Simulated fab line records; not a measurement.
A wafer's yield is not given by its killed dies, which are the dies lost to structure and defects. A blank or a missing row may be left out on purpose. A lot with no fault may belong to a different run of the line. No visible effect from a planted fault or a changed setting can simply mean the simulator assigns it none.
Struck lot and sound lot, side by side || flow sky130 || 14 steps out of a route of 708
Sound: wafers L209.1, L209.2, L209.5. The struck wafers were L211.1, L211.2, L211.4. At the end, the cause is stated.
At each step with rows: each side's tool, then ch and its chambers, then its first start. Under that, the readings that differ: sound wafers || struck wafers || difference of the means || sigmas: that difference in standard deviations of wafers without a fault.
alike: words and numbers the same on both sides, and readings whose means are apart by under 2 such deviations; not compared: readings that were withheld, readings missing a value for some wafer, numbers with overlapping values and no deviation given by the record, and bounds like >300 which may hide the same value.
Wherever a step has rows on one side only, a row that says differs or no value, or a row with sigmas, the two part there. Numbers that don't overlap but have no deviation are shown without sigmas and don't part them. Lack of a reading on every wafer of one side parts them only where that side has two or more wafers.

first, 7 steps without rows for these wafers: SKY_PAD_OPEN_DEHYDRATE_00 (time 60 s); SKY_PAD_OPEN_HMDS_01 (prime time 60 s); SKY_PAD_OPEN_COAT_02 (resist thk 3000 nm); SKY_PAD_OPEN_SOFTBAKE_03; SKY_PAD_OPEN_EXPOSE_04 (exposes mask PDM, target cd 60000 nm); SKY_PAD_OPEN_PEB_05; SKY_PAD_OPEN_DEVELOP_06 (develop time 60 s).
SKY_PAD_OPEN_ETCH_07: etches the open film in CF4/O2, stops on AlCu, target depth 725 nm, time 161.1 s.
  sound on rieDiel-04 ch 0,1,2, day 49 03:34; struck on rieDiel-02 ch 0,1,2, day 49 18:39
  alike: cf4FlowSccm, drypumpMotorCurrentA, oesProductAu, throttleValvePct
  not compared: rfHoursCounterH
SKY_PAD_OPEN_STRIP_08: strips in O2/N2.
  sound on plasmaAsher-02 ch 0,1, day 49 03:40; struck on plasmaAsher-04 ch 0,1, day 49 18:46
  alike: drypumpMotorCurrentA, n2FlowSccm, oesProductAu
  not compared: rfHoursCounterH
then, 3 steps without rows for these wafers: SKY_PAD_OPEN_STRIP_09 (strips in post etch residue remover, time 1200 s); SKY_PAD_OPEN_CLEAN_10 (cleans in IPA, time 180 s); SKY_PAD_OPEN_CLEAN_11 (cleans in O3/DIW).
SKY_PAD_OPEN_ANNEAL_12:
  sound on furnace-02 ch 0, day 49 04:16; struck on furnace-01 ch 0, day 49 19:21
{"reading": "spikeTcCentreC (C)", "sound": "400.7 401.7 402.0", "struck": "396.1 397.6 397.8", "difference": -4.3, "sigmas": -4}
{"reading": "spikeTcUpperC (C)", "sound": "398.4 399.5 399.0", "struck": "395.7 397.8 397.3", "difference": -2.0, "sigmas": -2}
{"reading": "tubeCenterTempC (C)", "sound": "400 399.92 399.96", "struck": "397.23 397.21 397.26", "difference": -2.73, "sigmas": -76}
{"reading": "tube_center_temp_C_max", "sound": "401.14 400.82 400.75", "struck": "398.15 398.08 398.45", "difference": -2.68, "sigmas": -17}
{"reading": "zonePowerCentrePct (%)", "sound": "4.93 4.99 4.98", "struck": "4.76 4.83 4.82", "difference": -0.16, "sigmas": -3}
  alike: spikeTcLowerC, zonePowerTopPct
SKY_PAD_OPEN_BOW_MEAS_13:
  struck on filmMetro-03, day 49 20:51; sound on filmMetro-04, day 49 05:46
  alike: PAD_OPEN_BOW

WHERE THEY PART
At SKY_PAD_OPEN_ANNEAL_12 and nowhere else, as far as this record goes. Later steps at which nothing parts them and some readings are alike: SKY_PAD_OPEN_BOW_MEAS_13.

WHY: whatever the simulator had introduced
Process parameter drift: furnace-01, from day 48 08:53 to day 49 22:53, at SKY_PAD_OPEN_ANNEAL_12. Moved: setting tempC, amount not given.
